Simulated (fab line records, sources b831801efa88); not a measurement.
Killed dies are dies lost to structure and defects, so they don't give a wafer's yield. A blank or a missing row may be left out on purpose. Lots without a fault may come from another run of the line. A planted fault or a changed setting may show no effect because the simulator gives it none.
fab line records | flow sfq_line
record lots=6 wafers=18 last_day=88
route steps=325 shown M7@285 I7@296
lots that met no fault: from a run of the same line without faults
start_h: hours from the record's first day to the start of the lot's first wafer shown | wait_h: hours since the lot's step before | " the same as in the row above | L1.1+2: a row that stands for several wafers | - no value, or no start given | * or withheld: withheld | < > ~ a bound
route shown NAME@n: a module of which the file shows steps, and the number in the route of the first | usual: mean/standard deviation of fault-free wafers | same: alike in all rows | chamber/n: place in a boat | sites: the reading at each site | _std_site: their standard deviation | _edge_site: outer sites' mean less inner sites' | radius_mm: how far each site lies from the wafer's centre | mask NAME#n: copy n | behind: the tool/chamber that last shaped the wafer | hold: why the lot was held/for how many hours/how that ended | device: the transistor (n, p or np) that didn't switch | end of line: the same wafers' tests at the end of the route | a step without rows: its recipe alone | killed: dies lost to structure and defects at the first sort, not the wafer's yield | map: a wafer's dies, x killed, . not, _ none there
set.NAME: the setting as run; set.NAME@STEP: as run at that earlier step | model.NAME: the simulator's own value behind a step, which no gauge read
lots at some steps of the route; a table a step, a row a wafer
services: from which hour (start_h, from the record's first day; less than 0 if before it) a tool's chamber was out of use, for how many hours, and why
## steps
# step SFQ_TRILAYER_M7_LITHO_COAT_182
# recipe resist=BARC spin_rpm=3000 resist_thk_nm=62
# step SFQ_TRILAYER_M7_LITHO_COAT_177
# recipe resist=KrF spin_rpm=3000 resist_thk_nm=600
# step SFQ_TRILAYER_M7_LITHO_SOFTBAKE_181
# recipe temp_c=withheld time_s=withheld resist=KrF
# step SFQ_TRILAYER_M7_LITHO_EXPOSE_178
# recipe mask_id=M7 na=0.6 source_shape=conventional sigma_outer=0.65 target_cd_nm=500 dose_mj=14.4
# step SFQ_TRILAYER_M7_LITHO_PEB_180
# recipe peb_temp_c=115 peb_time_s=60 resist=KrF
# step SFQ_TRILAYER_M7_LITHO_DEVELOP_179
# recipe time_s=60 resist=KrF
# step SFQ_M7_OVL_MEAS_945
# usual M7_OVL=0/5.1
# columns lot.wafer tool chamber start_h wait_h M7_OVL[nm]
L504.2 overlay-02 - 1816.57 0.1 8
L504.3 " - " " 5
L504.6 " - " " 8
L505.2 overlay-02 - 1822.36 0.1 2
L505.4 " - " " -7
L505.6 " - " " -3
L515.1 overlay-02 - 1851.22 0.1 8
L515.2 " - " " 5
L515.5 " - " " 4
L516.1 overlay-02 - 1855.53 0.1 4
L516.2 " - " " 1
L516.3 " - " " 3
L525.1 overlay-01 - 2073.01 0.1 3
L525.4 " - " " 5
L525.5 " - " " 1
L527.3 overlay-02 - 2100.72 0.1 4
L527.4 " - " " 3
L527.6 " - " " -1
# step SFQ_TRILAYER_M7_BARC_OPEN_METAL_ETCH_229
# recipe mask_material=PR chemistry=O2 target_depth_nm=125 target=BARC icp_w=600 bias_w=80 pressure_mtorr=10 time_s=41.7
# usual chamber_pressure_mTorr=9.999/0.0099 drypump_motor_current_A=5.7/0.32 oes_product_au=0.685/0.0048
# columns lot.wafer tool chamber start_h wait_h chamber_pressure_mTorr drypump_motor_current_A oes_product_au rf_hours_counter_h
L504.2 rie_metal-01 0 1816.61 0.0 9.998 5.6 0.684 -
L504.3 " 0 " " 9.992 5.6 0.686 -
L504.6 " 0 " " 9.984 5.6 0.688 -
L505.2 rie_metal-01 0 1822.41 0.0 10.000 5.6 0.684 -
L505.4 " 0 " " 10.013 5.6 0.692 -
L505.6 " 0 " " 9.999 5.6 0.684 -
L515.1 rie_metal-01 1 1851.25 0.0 10.001 5.6 0.679 2
L515.2 " 0 " " 9.994 5.6 0.681 52
L515.5 " 1 " " 9.999 5.6 0.689 -
L516.1 rie_metal-02 0 1855.57 0.0 10.012 5.7 0.686 24
L516.2 " 1 " " 9.986 5.4 0.688 75
L516.3 " 1 " " 10.008 5.4 0.682 -
L525.1 rie_metal-03 0 2073.04 0.0 9.999 6.4 0.689 81
L525.4 " 0 " " 9.993 6.5 0.680 -
L525.5 " 1 " " 9.987 6.0 0.696 -
L527.3 rie_metal-01 0 2100.77 0.0 9.992 5.6 0.687 -
L527.4 " 1 " " 9.999 5.6 0.682 -
L527.6 " 1 " " 9.984 5.6 0.690 -
# step SFQ_TRILAYER_M7_ETCH_METAL_ETCH_180
# recipe target=Nb stop_on=SiO2 mask_material=PR chemistry=Cl2/Ar target_depth_nm=240 icp_w=600 bias_w=80 pressure_mtorr=10 time_s=120
# usual chamber_pressure_mTorr=10.001/0.0089 drypump_motor_current_A=5.7/0.32 oes_product_au=0.896/0.0081
# columns lot.wafer tool chamber start_h wait_h chamber_pressure_mTorr drypump_motor_current_A oes_product_au rf_hours_counter_h
L504.2 rie_metal-01 0 1816.76 0.1 9.992 5.6 0.905 -
L504.3 " 0 " " 9.989 5.6 0.900 -
L504.6 " 0 " " 9.998 5.6 0.898 -
L505.2 rie_metal-01 0 1822.56 0.1 9.998 5.6 0.887 -
L505.4 " 0 " " 9.990 5.6 0.876 -
L505.6 " 0 " " 10.004 5.6 0.875 -
L515.1 rie_metal-01 1 1851.31 0.0 9.986 5.6 0.900 2
L515.2 " 0 " " 10.014 5.6 0.903 52
L515.5 " 1 " " 10.006 5.6 0.909 -
L516.1 rie_metal-02 0 1855.63 0.0 10.005 5.8 0.894 24
L516.2 " 1 " " 9.996 5.4 0.902 75
L516.3 " 1 " " 9.990 5.4 0.903 -
L525.1 rie_metal-03 0 2073.10 0.0 10.006 6.5 0.889 81
L525.4 " 0 " " 9.999 6.4 0.883 -
L525.5 " 1 " " 9.999 6.0 0.893 -
L527.3 rie_metal-01 0 2100.85 0.1 10.011 5.6 0.899 -
L527.4 " 1 " " 10.009 5.6 0.895 -
L527.6 " 1 " " 9.999 5.6 0.890 -
# step SFQ_TRILAYER_M7_STRIP_STRIP_181
# recipe gas=O2 power_w=200 platen_temp_c=40 overash_fraction=0.65 chemistry=O2 pressure_mtorr=50
# usual chamber_pressure_mTorr=50.00/0.043 drypump_motor_current_A=5.7/0.32 oes_product_au=1.003/0.0088
# columns lot.wafer tool chamber start_h wait_h chamber_pressure_mTorr drypump_motor_current_A oes_product_au rf_hours_counter_h
L504.2 rie_metal-01 0 1817.16 0.4 50.01 5.6 1.012 -
L504.3 " 0 " " 49.96 5.6 0.993 -
L504.6 " 0 " " 50.02 5.6 1.004 -
L505.2 rie_metal-01 0 1822.96 0.4 50.04 5.6 0.996 -
L505.4 " 0 " " 50.01 5.6 0.993 -
L505.6 " 0 " " 49.97 5.6 1.000 -
L515.1 rie_metal-01 1 1851.44 0.1 50.00 5.6 1.005 2
L515.2 " 0 " " 49.99 5.6 0.993 52
L515.5 " 1 " " 50.03 5.6 0.993 -
L516.1 rie_metal-02 0 1855.75 0.1 50.04 5.7 1.000 24
L516.2 " 1 " " 49.96 5.4 1.009 75
L516.3 " 1 " " 50.06 5.4 1.030 -
L525.1 rie_metal-03 0 2073.23 0.1 50.04 6.4 0.992 82
L525.4 " 0 " " 49.97 6.4 0.984 -
L525.5 " 1 " " 50.00 6.0 1.012 -
L527.3 rie_metal-01 0 2101.13 0.2 50.00 5.6 0.995 -
L527.4 " 1 " " 49.96 5.6 0.991 -
L527.6 " 1 " " 50.06 5.6 0.997 -
# step SFQ_TRILAYER_M7_STRIP_SOLV_CLEAN_182
# recipe chemistry=NMP temp_c=70 time_s=600
# step SFQ_TRILAYER_I7_DEP_PECVD_183
# recipe material=SiO2 temp_c=150 time_s=111.11 pressure_torr=2.4 rf_w=183.3 precursor=SiH4/N2O target_thk_nm=500
# usual heater_power_w=78/14 throttle_valve_pct=24.2/0.95
# columns lot.wafer tool chamber start_h wait_h heater_power_w throttle_valve_pct
L504.2 pecvd-02 0 1818.34 0.0 75 22.8
L504.3 " 2 " " 83 23.0
L504.6 " 0 " " 75 22.5
L505.2 pecvd-02 1 1824.14 0.0 48 24.6
L505.4 " 2 " " 86 23.1
L505.6 " 1 " " 50 24.5
L515.1 pecvd-02 2 1852.25 0.0 83 22.9
L515.2 " 0 " " 74 22.5
L515.5 " 2 " " 86 23.1
L516.1 pecvd-01 1 1856.53 0.0 83 23.8
L516.2 " 2 " " 71 24.3
L516.3 " 0 " " 97 25.4
L525.1 pecvd-02 0 2074.00 0.0 72 23.2
L525.4 " 2 " " 79 23.5
L525.5 " 1 " " 51 24.9
L527.3 pecvd-04 0 2101.71 0.0 78 24.2
L527.4 " 0 " " 79 24.6
L527.6 " 1 " " 99 25.5
# step SFQ_TRILAYER_I7_CMP_CMP_184
# recipe material=SiO2 down_force_psi=3 platen_rpm=60 pad_velocity_m_s=0.94248
# usual motor_current_A=10.1/1 time_to_endpoint_s=215/7.1
# columns lot.wafer tool chamber start_h wait_h motor_current_A time_to_endpoint_s model.SiO2_of_TRILAYER_I7_DEP_PECVD_183.thk_nm
L504.3 cmp-02 3 1819.42 1.0 9.0 211 199.4
L504.2 " 0 " " 9.7 216 199.1
L504.6 " 2 1820.92 2.5 10.8 216 200.3
L505.2 cmp-01 0 1828.03 3.9 11.1 217 199
L505.4 " 2 1829.03 4.8 9.6 222 199.3
L505.6 " 0 1830.03 5.8 11.0 226 200.1
L515.2 cmp-01 2 1867.85 15.6 9.7 198 199.7
L515.1 " 3 " " 11.8 220 180.5
L515.5 " 1 1869.35 17.0 8.3 210 200
L516.1 cmp-01 2 1869.85 13.3 10.3 223 178.9
L516.2 " 3 " " 11.4 202 200.1
L516.3 " 1 1871.35 14.8 8.5 217 178.9
L525.1 cmp-01 3 2074.08 0.0 12.2 210 200.1
L525.4 " 2 2075.58 1.5 9.7 226 200
L525.5 " 3 " " 12.0 222 200.6
L527.3 cmp-02 1 2103.67 1.9 10.2 221 199
L527.4 " 3 2104.67 2.9 8.9 230 199.9
L527.6 " 1 2105.67 3.9 10.4 222 199.9
# step SFQ_I7_BOW_MEAS_946
# recipe mode=bow
# usual I7_BOW=9/8
# columns lot.wafer tool chamber start_h wait_h I7_BOW[um]
L504.2 film_metro-01 - 1821.44 1.0 0
L504.3 " - " " -11
L504.6 " - " " 3
L505.2 film_metro-01 - 1830.55 2.0 4
L505.4 " - " " 4
L505.6 " - " " 18
L515.1 film_metro-04 - 1869.85 1.0 9
L515.2 " - " " 5
L515.5 " - " " 1
L515.1 film_metro-04 - 1871.17 1.3 -
L515.2 " - " " -
L515.5 " - " " -
L516.1 film_metro-03 - 1872.85 2.5 23
L516.2 " - " " 12
L516.3 " - " " 24
L516.1 film_metro-03 - 1874.17 1.3 -
L516.2 " - " " -
L516.3 " - " " -
L525.1 film_metro-03 - 2077.08 2.5 11
L525.4 " - " " 23
L525.5 " - " " 24
L527.3 film_metro-03 - 2106.21 2.0 9
L527.4 " - " " 19
L527.6 " - " " 11
# step SFQ_TRILAYER_I7_METRO_MEASURE_185
# usual thk_nm=200.2/0.95
# columns lot.wafer tool chamber start_h wait_h thk_nm
L504.2 film_metro-01 - 1821.74 0.3 199.1
L504.3 " - " " 199.2
L504.6 " - " " 200.2
L505.2 film_metro-01 - 1830.85 0.3 199.0
L505.4 " - " " 199.3
L505.6 " - " " 200.1
L515.1 film_metro-04 - 1874.35 3.2 180.4
L515.2 " - " " 199.7
L515.5 " - " " 199.9
L515.1 film_metro-04 - 1875.71 1.2 180.4
L515.2 " - " " 199.7
L515.5 " - " " 200.1
L516.1 film_metro-03 - 1882.78 8.6 178.9
L516.2 " - " " 200.3
L516.3 " - " " 178.8
L516.1 film_metro-03 - 1884.15 1.2 178.9
L516.2 " - " " 200.2
L516.3 " - " " 178.9
L525.1 film_metro-03 - 2077.20 0.1 200.0
L525.4 " - " " 200.0
L525.5 " - " " 200.7
L527.3 film_metro-03 - 2106.69 0.5 198.9
L527.4 " - " " 200.0
L527.6 " - " " 199.9
# step SFQ_TRILAYER_I7_VIA_LITHO_COAT_192
# recipe resist=BARC spin_rpm=3000 resist_thk_nm=62
# step SFQ_TRILAYER_I7_VIA_LITHO_COAT_187
# recipe resist=KrF spin_rpm=3000 resist_thk_nm=650
# step SFQ_TRILAYER_I7_VIA_LITHO_SOFTBAKE_191
# recipe temp_c=withheld time_s=withheld resist=KrF
# step SFQ_TRILAYER_I7_VIA_LITHO_EXPOSE_188
# recipe mask_id=I7 na=0.6 source_shape=conventional sigma_outer=0.65 target_cd_nm=1000 dose_mj=21.3
# step SFQ_TRILAYER_I7_VIA_LITHO_PEB_190
# recipe peb_temp_c=115 peb_time_s=60 resist=KrF
# step SFQ_TRILAYER_I7_VIA_LITHO_DEVELOP_189
# recipe time_s=60 resist=KrF
# step SFQ_I7_OVL_MEAS_947
# usual I7_OVL=-2/5.9
# columns lot.wafer tool chamber start_h wait_h I7_OVL[nm]
L504.2 overlay-02 - 1922.27 0.1 -3
L504.3 " - " " -4
L504.6 " - " " 5
L505.2 overlay-01 - 1925.87 0.1 -9
L505.4 " - " " -1
L505.6 " - " " -1
L515.1 overlay-02 - 1954.54 0.1 -3
L515.2 " - " " -17
L515.5 " - " " -6
L516.1 overlay-02 - 1955.74 0.1 7
L516.2 " - " " 4
L516.3 " - " " -3
L525.1 overlay-01 - 2086.65 0.1 -9
L525.4 " - " " 0
L525.5 " - " " -8
L527.3 overlay-02 - 2109.87 0.1 -6
L527.4 " - " " -5
L527.6 " - " " -5
# step SFQ_TRILAYER_I7_VIA_BARC_OPEN_VIA_ETCH_260
# recipe mask_material=PR chemistry=O2 target_depth_nm=125 target=BARC source_w=500 bias_w=80 pressure_mtorr=30 time_s=41.7
# usual chamber_pressure_mTorr=30.00/0.047 drypump_motor_current_A=5.7/0.47 oes_product_au=0.684/0.0048
# columns lot.wafer tool chamber start_h wait_h chamber_pressure_mTorr drypump_motor_current_A oes_product_au rf_hours_counter_h
L504.2 rie_diel-02 0 1922.30 0.0 29.99 5.9 0.687 12
L504.3 " 2 " " 29.98 5.4 0.680 3
L504.6 " 0 " " 30.04 5.9 0.678 -
L505.2 rie_diel-03 1 1925.90 0.0 29.99 6.6 0.687 14
L505.4 " 3 " " 29.98 5.9 0.678 17
L505.6 " 1 " " 30.04 6.6 0.685 -
L515.1 rie_diel-03 3 1954.57 0.0 29.99 5.9 0.682 17
L515.2 " 1 " " 29.96 6.6 0.686 14
L515.5 " 2 " " 30.46 5.3 0.691 -
L516.1 rie_diel-04 1 1955.77 0.0 30.01 5.3 0.687 1
L516.2 " 2 " " 30.03 5.5 0.685 17
L516.3 " 0 " " 29.99 5.3 0.687 1
L525.1 rie_diel-04 0 2086.68 0.0 29.99 5.4 0.678 2
L525.4 " 2 " " 29.99 5.5 0.686 19
L525.5 " 3 " " 30.02 6.6 0.682 -
L527.3 rie_diel-02 0 2109.90 0.0 30.02 5.8 0.684 14
L527.4 " 3 " " 29.98 5.7 0.684 15
L527.6 " 1 " " 30.00 5.2 0.681 -
# step SFQ_TRILAYER_I7_VIA_ETCH_VIA_ETCH_190
# recipe target=SiO2 stop_on=Nb mask_material=PR taper_deg=20 chemistry=CHF3 target_depth_nm=260 source_w=500 bias_w=80 pressure_mtorr=30 time_s=withheld
# usual chamber_pressure_mTorr=30.003/0.027 drypump_motor_current_A=5.7/0.47 oes_product_au=0.854/0.0048
# columns lot.wafer tool chamber start_h wait_h chamber_pressure_mTorr drypump_motor_current_A oes_product_au model.I7.feature_depth_nm model.etch.depth_nm
L504.2 rie_diel-02 0 1922.34 0.0 30.019 5.9 0.850 199.1 199.1
L504.3 " 2 " " 30.023 5.3 0.848 199.4 199.4
L504.6 " 0 " " 29.985 5.9 0.853 200.3 200.3
L505.2 rie_diel-03 1 1925.94 0.0 30.027 6.6 0.850 199 199
L505.4 " 3 " " 29.979 5.9 0.851 199.3 199.3
L505.6 " 1 " " 30.031 6.6 0.856 200.1 200.1
L515.1 rie_diel-03 3 1954.61 0.0 30.018 5.9 0.805 180.5 180.5
L515.2 " 1 " " 29.977 6.6 0.847 199.7 199.7
L515.5 " 2 " " 30.024 5.3 0.850 200 200
L516.1 rie_diel-04 1 1955.81 0.0 30.026 5.3 0.806 178.9 178.9
L516.2 " 2 " " 30.007 5.5 0.863 200.1 200.1
L516.3 " 0 " " 29.973 5.3 0.803 178.9 178.9
L525.1 rie_diel-04 0 2086.72 0.0 30.032 5.3 0.859 200.1 200.1
L525.4 " 2 " " 29.995 5.5 0.851 200 200
L525.5 " 3 " " 29.979 6.6 0.850 200.6 200.6
L527.3 rie_diel-02 0 2109.94 0.0 30.054 5.9 0.853 199 199
L527.4 " 3 " " 30.034 5.7 0.854 199.9 199.9
L527.6 " 1 " " 30.044 5.2 0.848 199.9 199.9
# step SFQ_TRILAYER_I7_VIA_STRIP_STRIP_191
# recipe gas=O2 power_w=200 platen_temp_c=40 overash_fraction=0.65 chemistry=O2 pressure_mtorr=50
## services
# columns tool chamber start_h hours kind
rie_diel-04 1 1798.58 10.6 repair
rie_metal-01 1 1801.42 16.4 repair
rie_diel-03 1 1819.85 5.8 repair
rie_diel-04 1 1821.77 6.1 repair
rie_metal-01 - 1823.96 1.4 pm
rie_diel-03 3 1824.21 4.5 repair
rie_diel-02 3 1856.98 5.4 repair
rie_diel-03 2 1865.03 2.1 repair
rie_diel-04 0 1869.73 4.6 repair
rie_diel-02 2 1880.11 9.7 repair
rie_diel-03 0 1882.75 1.6 repair
rie_metal-01 1 1884.81 6.7 repair
rie_diel-03 1 1889.05 3.6 repair
pecvd-02 - 1919.72 2.8 pm
film_metro-03 - 1924.59 0.2 pm
film_metro-03 - 1930.06 1.4 pm
cmp-01 - 1937.73 4.0 pm
rie_diel-03 2 1949.21 1.2 repair
rie_diel-02 3 1957.31 6.3 repair
rie_diel-04 0 1982.87 3.7 repair
rie_diel-03 - 1990.35 14.6 pm
film_metro-03 - 1993.55 0.6 pm
rie_diel-02 - 1997.01 5.2 repair
rie_diel-03 0 2015.11 3.4 repair
## key
first_sign step=SFQ_I7_BOW_MEAS_946 reading=visit direction=added
effect step=SFQ_TRILAYER_I7_METRO_MEASURE_185 reading=visit direction=added
effect step=SFQ_TRILAYER_I7_METRO_MEASURE_185 reading=thk_nm direction=down sigmas=22 usual=200.2 struck=179.4
effect step=SFQ_TRILAYER_I7_VIA_ETCH_VIA_ETCH_190 reading=oes_product_au direction=down sigmas=10 usual=0.854 struck=0.804
model_effect step=SFQ_TRILAYER_I7_CMP_CMP_184 value=SiO2_of_TRILAYER_I7_DEP_PECVD_183.thk_nm without=199.4 struck=179.4
model_effect step=SFQ_TRILAYER_I7_VIA_ETCH_VIA_ETCH_190 value=I7.feature_depth_nm without=199.4 struck=179.4
met_at SFQ_TRILAYER_I7_CMP_CMP_184
struck_wafers L515.1,L516.1,L516.3
fault kind=process_parameter_drift tool=cmp-01 chamber=- onset_h=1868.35 steps=SFQ_TRILAYER_I7_CMP_CMP_184 channel=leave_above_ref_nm offset=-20 shape=step end_h=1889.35 scope=struck_wafers_only acts_in=these_recipes_only stated=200
